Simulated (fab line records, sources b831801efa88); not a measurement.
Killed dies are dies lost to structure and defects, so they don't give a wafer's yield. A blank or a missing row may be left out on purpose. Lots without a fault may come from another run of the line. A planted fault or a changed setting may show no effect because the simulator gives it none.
Problem report in the 8D (eight disciplines) form, filled by code | flow sky130 | the parts of the form that need people (team, actions taken, sign-off) are left out

1. THE PROBLEM
overpolish_run_s at SKY_VIA1_CMP_24 reads a mean of 0.039 s on 9 wafers of 3 lots; wafers without a fault read 16.010 s with a standard deviation of 0.0094. That is -99 or more standard deviations from the usual mean.
The step: polishes, stops on SiO2, t overpolish 16.01 s, target thk 0 nm.
First seen on wafer L346.1, day 36 02:41, on cmp-01. The record holds 45 wafers of 15 lots with a number at this step. Rule for "out", or "out of limits": more than 4 standard deviations from the usual mean. The other wafers with a number count as sound.

2. WHAT IT IS AND WHAT IT IS NOT
question                    | is                                   | is not
which readings at this step | overpolish_run_s, time_to_endpoint_s | -
which lots                  | L346, L347, L348                     | L343, L344, L355, L356, L357, L359, L360, L361, L362, L363, L364, L365
which wafers of those lots  | all that have a number               | -
read on which tools         | cmp-01                               | cmp-02
when                        | from day 36 02:41                    | up to then (6 sound wafers); but 30 sound wafers of L355, L356, L357, L359, L360, L361, L362, L363, L364, L365 came after

3. SUSPECTS, AND WHAT RULES EACH OUT
Counting: a tool at a process step up to the reading stays a suspect if it ran every lot that is out and no sound lot after the first of them.
- cmp-01 at SKY_VIA1_CMP_24 (polishes, stops on SiO2, t overpolish 16.01 s, target thk 0 nm): ruled out as a lasting fault. Sound lots L360, L361, L362, L363, L365 ran on it after its first lot that is out, L346 (day 36 02:41).
Left after counting: nothing in the record.

4. THE CAUSE (what the simulator had put in)
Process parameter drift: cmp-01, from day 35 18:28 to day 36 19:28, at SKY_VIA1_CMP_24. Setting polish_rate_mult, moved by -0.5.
Counting ruled it out, wrongly.

5. THE CHAIN OF EFFECTS, in route order
Each row: a reading whose mean over the struck wafers that have a number lies more than 3 standard deviations from the usual. Only readings for which the record gives a usual standard deviation are gone through. hours: the time from each lot's start at the first step in this table that gives one to its start at this step, as a median over the lots. sigmas: the change in usual standard deviations.
hours | step            | reading            | usual    | on struck wafers | change  | sigmas
0     | SKY_VIA1_CMP_24 | overpolish_run_s   | 16.010 s | 0.039            | -15.971 | -99 or more
0     | SKY_VIA1_CMP_24 | time_to_endpoint_s | 65.9 s   | 103.8            | +37.9   | +13
The process steps in it:
- SKY_VIA1_CMP_24: polishes, stops on SiO2, t overpolish 16.01 s, target thk 0 nm.

6. WHAT WOULD HAVE CAUGHT IT SOONER
In this record the first reading out of limits was taken at day 36 02:41, 8 hours after the fault began at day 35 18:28.
